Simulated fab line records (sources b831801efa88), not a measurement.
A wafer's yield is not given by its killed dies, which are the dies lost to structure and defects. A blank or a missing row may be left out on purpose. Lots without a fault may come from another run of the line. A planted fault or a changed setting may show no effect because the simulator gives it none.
Which tool was responsible? | flow sky130 | 11 lots with 33 wafers sampled at 5 steps, on a route of 708 steps

== WHAT EACH GAUGE READ, for each wafer ==
SKY_VT_ADJUST_NCORE_CD_MEAS_07: target cd 380 nm. Usual: 380.0 nm for cd_nm, sd 2.4.
lot  | measured     | on        | cd_nm (nm)        | flag
L118 | day 9 03:52  | cd_sem-02 | 381.6 381.6 383.6 |
L119 | day 9 12:11  | cd_sem-01 | 379.7 380.4 378.1 |
L120 | day 9 17:01  | cd_sem-01 | 379.1 376.5 379.3 |
L122 | day 10 09:34 | cd_sem-01 | 381.0 381.8 382.6 |
L127 | day 11 19:25 | cd_sem-01 | 381.5 382.1 382.7 |
L128 | day 11 22:58 | cd_sem-01 | 380.3 379.6 379.9 |
L129 | day 12 12:48 | cd_sem-01 | 381.4 378.8 382.9 |
L130 | day 12 17:23 | cd_sem-02 | 382.8 382.1 381.1 |
L137 | day 15 05:41 | cd_sem-01 | 377.1 377.3 374.7 |
L138 | day 15 16:08 | cd_sem-02 | 381.6 380.9 382.8 |
L139 | day 15 17:02 | cd_sem-02 | 378.2 380.8 379.3 |

SKY_SONOS_TUNNEL_CD_MEAS_07: target cd 410 nm. Usual: 410.1 nm for cd_nm, sd 2.9.
lot  | measured     | on        | cd_nm (nm)        | flag
L118 | day 12 01:22 | cd_sem-01 | 410.0 409.3 409.1 |
L119 | day 12 11:44 | cd_sem-02 | 406.7 409.3 407.1 |
L120 | day 12 17:26 | cd_sem-01 | 415.1 413.4 412.5 |
L122 | day 13 11:50 | cd_sem-02 | 412.3 411.7 410.2 |
L127 | day 15 01:52 | cd_sem-01 | 411.4 411.1 410.3 |
L128 | day 15 05:58 | cd_sem-02 | 410.7 411.4 414.4 |
L129 | day 15 19:23 | cd_sem-01 | 412.3 414.5 410.7 |
L130 | day 15 23:20 | cd_sem-01 | 405.1 406.6 406.1 |
L137 | day 18 20:41 | cd_sem-02 | 406.8 405.5 405.1 |
L138 | day 19 06:56 | cd_sem-01 | 406.3 406.5 408.6 |
L139 | day 19 09:33 | cd_sem-01 | 407.6 409.4 409.4 |

SKY_SONOS_ONO_OVL_MEAS_14. Usual: SONOS_ONO_OVL typically reads -0.1 nm, with standard deviation 1.5.
lot  | measured     | on         | SONOS_ONO_OVL (nm) | flag
L118 | day 13 10:56 | overlay-02 | -0.8 -3.1 -2.2     |
L119 | day 13 19:51 | overlay-01 | 0.3 -0.9 1.1       |
L120 | day 14 02:17 | overlay-02 | -2.6 -3.0 -2.1     |
L122 | day 14 21:21 | overlay-02 | -2.3 -0.3 -1.3     |
L127 | day 16 12:08 | overlay-01 | 1.7 0.7 1.9        |
L128 | day 16 14:29 | overlay-01 | 2.1 0.0 -0.6       |
L129 | day 17 05:58 | overlay-01 | 2.4 2.7 2.2        |
L130 | day 17 08:08 | overlay-01 | -1.4 -1.9 -1.4     |
L137 | day 20 07:55 | overlay-01 | 0.0 0.2 -0.3       |
L138 | day 20 18:22 | overlay-02 | -1.2 -0.1 1.3      |
L139 | day 21 03:01 | overlay-01 | 0.6 0.5 1.3        |

SKY_POLY_GATE_THK_MEAS_01. Usual: POLY_GATE_CVD_00_THK typically reads 179.5 nm, with standard deviation 1.9.
lot  | measured     | on            | POLY_GATE_CVD_00_THK (nm)           | flag
L118 | day 14 22:39 | film_metro-01 | 178.5 177.8 177.4                   |
L119 | day 15 07:07 | film_metro-02 | 176.8 177.5 178.1                   |
L120 | day 15 12:32 | film_metro-02 | 178.4 176.2 176.7                   |
L122 | day 16 09:52 | film_metro-01 | 179.2 178.9 178.3                   |
L127 | day 17 23:26 | film_metro-04 | 117.4 118.4 117.4 117.4 118.5 117.4 | OFF
L128 | day 18 01:20 | film_metro-01 | 115.8 115.5 116.1 115.8 115.6 116.0 | OFF
L129 | day 18 19:02 | film_metro-02 | 118.1 118.1 120.0 118.1 118.2 120.0 | OFF
L130 | day 18 21:34 | film_metro-04 | 117.8 115.9 117.3 117.8 116.0 117.5 | OFF
L137 | day 21 19:55 | film_metro-01 | 177.6 178.1 177.3                   |
L138 | day 22 07:19 | film_metro-04 | 181.9 178.7 180.6                   |
L139 | day 22 14:43 | film_metro-01 | 180.1 181.3 180.1                   |

== WHICH TOOL RAN EACH LOT (tool, then ch and the chambers of the sampled wafers, then the start) ==
lot  | SKY_POLY_GATE_CVD_00
L118 | lpcvd-01 ch 0, day 14 21:27
L119 | lpcvd-01 ch 0, day 15 05:53
L120 | lpcvd-01 ch 1, day 15 11:20
L122 | lpcvd-01 ch 0, day 16 08:04
L127 | lpcvd-01 ch 1, day 17 22:14
L128 | lpcvd-01 ch 0, day 18 00:08
L129 | lpcvd-01 ch 0, day 18 17:49
L130 | lpcvd-01 ch 1, day 18 20:22
L137 | lpcvd-01 ch 1, day 21 18:42
L138 | lpcvd-01 ch 0, day 22 06:06
L139 | lpcvd-01 ch 0, day 22 13:31
- SKY_POLY_GATE_CVD_00: deposits poly-Si, target thk 180 nm, time 720 s.

== WHAT THE TOOLS THEMSELVES READ (means of the sampled wafers that have a number; where no wafer has one, the mark that the record gives instead) ==
SKY_POLY_GATE_CVD_00. Usual: 636.7 C for spike_tc_bottom_C, sd 2.6.
lot  | tool     | spike_tc_bottom_C (C) | flag
L118 | lpcvd-01 | 634.3                 |
L119 | lpcvd-01 | 635.0                 |
L120 | lpcvd-01 | 639.7                 |
L122 | lpcvd-01 | 635.1                 |
L127 | lpcvd-01 | 639.5                 |
L128 | lpcvd-01 | 635.7                 |
L129 | lpcvd-01 | 635.2                 |
L130 | lpcvd-01 | 640.1                 |
L137 | lpcvd-01 | 639.5                 |
L138 | lpcvd-01 | 635.1                 |
L139 | lpcvd-01 | 635.5                 |

== THE ANSWER, worked out from the rows above alone ==
Rule: take the mean of a lot's wafers that have a number; if it is more than 3 standard deviations from the usual mean, the lot is off. A lot without any number at a reading at which 4 lots or more have one is off too. Where the step has rows for the other lots, those lots are counted as sound. The gauges are gone through in route order, then the tools' own readings, and for those a lot's mean is taken as printed above. At the first step where some lot is off, the reading lying furthest off is the one used; lots without a number count as furthest.
Off: at SKY_POLY_GATE_THK_MEAS_01 (POLY_GATE_CVD_00_THK), L127, L128, L129, L130.
If a tool, at a process step before that reading, ran all the lots that are off and no sound lot after the first of them, it fits. Gauges at SKY_POLY_GATE_THK_MEAS_01: tried the same way as those tools. Not one of the candidates tried fits.

== WHAT THE SIMULATOR HAD INSERTED ==
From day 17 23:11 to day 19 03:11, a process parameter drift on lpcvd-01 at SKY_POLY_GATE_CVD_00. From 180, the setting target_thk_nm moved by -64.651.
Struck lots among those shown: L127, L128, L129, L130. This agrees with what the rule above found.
